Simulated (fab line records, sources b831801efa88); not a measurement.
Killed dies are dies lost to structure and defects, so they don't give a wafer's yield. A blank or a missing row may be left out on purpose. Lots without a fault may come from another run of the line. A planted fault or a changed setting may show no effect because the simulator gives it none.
One fault seen from 2 desks | flow gf180mcu | each desk has only its own numbers; what lay behind them comes last

THE METROLOGY DESK
What the gauges read, lot by lot, whatever tool the lot ran on: means of the sampled wafers that have a number. A lot is out of limits, marked OUT, if its mean lies more than 4 standard deviations from the usual mean; the brackets give that distance.
Columns: A = INCOMING_BOW at GF_STI_BOW_MEAS_00, usual 1 um; B = MVSD_TW at GF_MVSD_TW_MEAS_11, usual 1579
lot  | first seen here | A  | B
L485 | day 1 10:01     | -2 | 1573
L486 | day 1 15:00     | 2  | 1595
L487 | day 1 20:01     | 1  | 1580
L492 | day 2 21:00     | -1 | 1564
L495 | day 3 12:01     | -7 | 1591
L496 | day 3 17:00     | 4  | 1554
L497 | day 3 22:00     | -1 | 1571
L498 | day 4 03:01     | -3 | 1600
L501 | day 4 18:02     | -4 | 1559
L502 | day 4 23:00     | 2  | 1594
L503 | day 5 04:00     | -1 | 1574
L504 | day 5 09:00     | 4  | 1595
L505 | day 5 14:01     | -3 | 1596
L508 | day 6 05:00     | 8  | 1586
This desk's finding: nothing out of limits on any of the 14 lots.

THE TOOL OWNER'S DESK: implanter-01
The tool's own readings at GF_NWELL_IMPLANT_09: means of the sampled wafers that have a number, for each lot that ran on this tool. A lot is out of limits, marked OUT, if its mean lies more than 4 standard deviations from the usual mean; the brackets give that distance.
Columns: A = beam_energy_keV at GF_NWELL_IMPLANT_09, usual 160.01
lot  | first seen here | A
L487 | day 3 18:10     | 159.98
L495 | day 5 15:15     | 177.48 (+99 or more) OUT
L496 | day 5 19:11     | 177.48 (+99 or more) OUT
L508 | day 8 15:20     | 160.03
This desk's finding: out of limits on L495, L496; first on L495, day 5 15:15 (beam_energy_keV at GF_NWELL_IMPLANT_09). In limits: L487, L508.

PUT TOGETHER
The tool owner's desk could have raised an alarm at day 5 15:15, on L495, L496.
The metrology desk saw nothing out of limits.
The metrology desk has L495, L496 on record, within its limits.
Of the lots named, all ran GF_NWELL_IMPLANT_09 on implanter-01.

WHAT THE SIMULATOR HAD PUT IN
Process parameter drift: implanter-01, from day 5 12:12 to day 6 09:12, at GF_NWELL_IMPLANT_09. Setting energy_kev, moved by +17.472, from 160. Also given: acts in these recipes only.
Lots struck among those shown: L495, L496.
Hours from the fault's start to each desk's first reading out of limits: the tool owner's desk, 3.
